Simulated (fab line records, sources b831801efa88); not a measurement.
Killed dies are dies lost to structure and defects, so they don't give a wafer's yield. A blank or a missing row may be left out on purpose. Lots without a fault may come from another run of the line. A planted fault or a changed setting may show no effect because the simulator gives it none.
Problem report in the 8D (eight disciplines) form, filled by code | flow gf180mcu | the parts of the form that need people (team, actions taken, sign-off) are left out

1. THE PROBLEM
LVPWELL_RS at GF_VT_IMPLANT_RS_MEAS_48 reads a mean of 1163 ohm/sq on 3 wafers of 3 lots; wafers without a fault read 1197 ohm/sq with a standard deviation of 3.3. That is -10 standard deviations from the usual mean.
The step: measures by four-point-probe.
First seen on wafer L825.1, day 12 03:58, on film_metro-03. The record holds 35 wafers of 13 lots with a number at this step. Rule for "out", or "out of limits": more than 4 standard deviations from the usual mean. The other wafers with a number count as sound.

2. WHAT IT IS AND WHAT IT IS NOT
question                    | is                                          | is not
which readings at this step | LVPWELL_RS                                  | -
which lots                  | L825, L826, L827                            | L809, L811, L812, L813, L814, L817, L822, L830, L831, L832
which wafers of those lots  | L825.1, L826.4, L827.1                      | L825.5, L826.2
read on which gauges        | film_metro-01, film_metro-03, film_metro-04 | -
when                        | from day 12 03:58                           | up to then (22 sound wafers); but 10 sound wafers of L826, L830, L831, L832 came after

3. SUSPECTS, AND WHAT RULES EACH OUT
Counting: a tool at a process step up to the reading stays a suspect if it ran every lot that is out. Sound lots after the first of them don't rule it out here, since some wafers of a struck lot are sound.
- the gauge at GF_VT_IMPLANT_RS_MEAS_48: ruled out. The wafers that are out were read on 3 gauges (film_metro-01, film_metro-03, film_metro-04).
- implanter-01 at GF_LVPWELL_IMPLANT_09: kept. It ran every lot that is out, first L825 (day 7 14:36); its last sound lot up to then is L813 (day 4 22:45). Its own readings are out on those wafers: beam_on_s, faraday_current_uA.
Left after counting: implanter-01 at GF_LVPWELL_IMPLANT_09.

4. THE CAUSE (what the simulator had put in)
Process parameter drift: implanter-01, from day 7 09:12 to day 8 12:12, at GF_LVPWELL_IMPLANT_09. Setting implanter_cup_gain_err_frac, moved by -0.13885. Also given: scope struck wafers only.
Counting left only this tool.

5. THE CHAIN OF EFFECTS, in route order
Each row: a reading whose mean over the struck wafers that have a number lies more than 3 standard deviations from the usual. Only readings for which the record gives a usual standard deviation are gone through. hours: the time from each lot's start at the first step in this table that gives one to its start at this step, as a median over the lots. sigmas: the change in usual standard deviations.
hours | step                     | reading            | usual       | on struck wafers | change | sigmas
0     | GF_LVPWELL_IMPLANT_09    | beam_on_s          | 10.01 s     | 11.64            | +1.63  | +7.8
0     | GF_LVPWELL_IMPLANT_09    | faraday_current_uA | 28.2        | 24.2             | -4.0   | -6.8
0     | GF_LVPWELL_TW_MEAS_11    | LVPWELL_TW         | 562.5       | 569.4            | +6.9   | +3.3
111   | GF_VT_IMPLANT_RS_MEAS_48 | LVPWELL_RS         | 1197 ohm/sq | 1163             | -34    | -10
The process steps in it:
- GF_LVPWELL_IMPLANT_09
Later measuring or inspecting steps at which every struck wafer that the step has a row for has a number for every such reading, and none has moved that far: GF_VT_IMPLANT_RS_MEAS_49.

6. WHAT WOULD HAVE CAUGHT IT SOONER
In this record the first reading out of limits at a measuring or inspecting step was taken at day 12 03:58, 115 hours after the fault began at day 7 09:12.
The tool's own readings at GF_LVPWELL_IMPLANT_09 were out on every struck wafer that the step has a row for (beam_on_s, faraday_current_uA): an alarm limit on them would have fired on the first of those.
All the lots that are out (3) had begun GF_LVPWELL_IMPLANT_09 on implanter-01 by day 12 03:58. A hold on the tool at that time would have spared none of them.
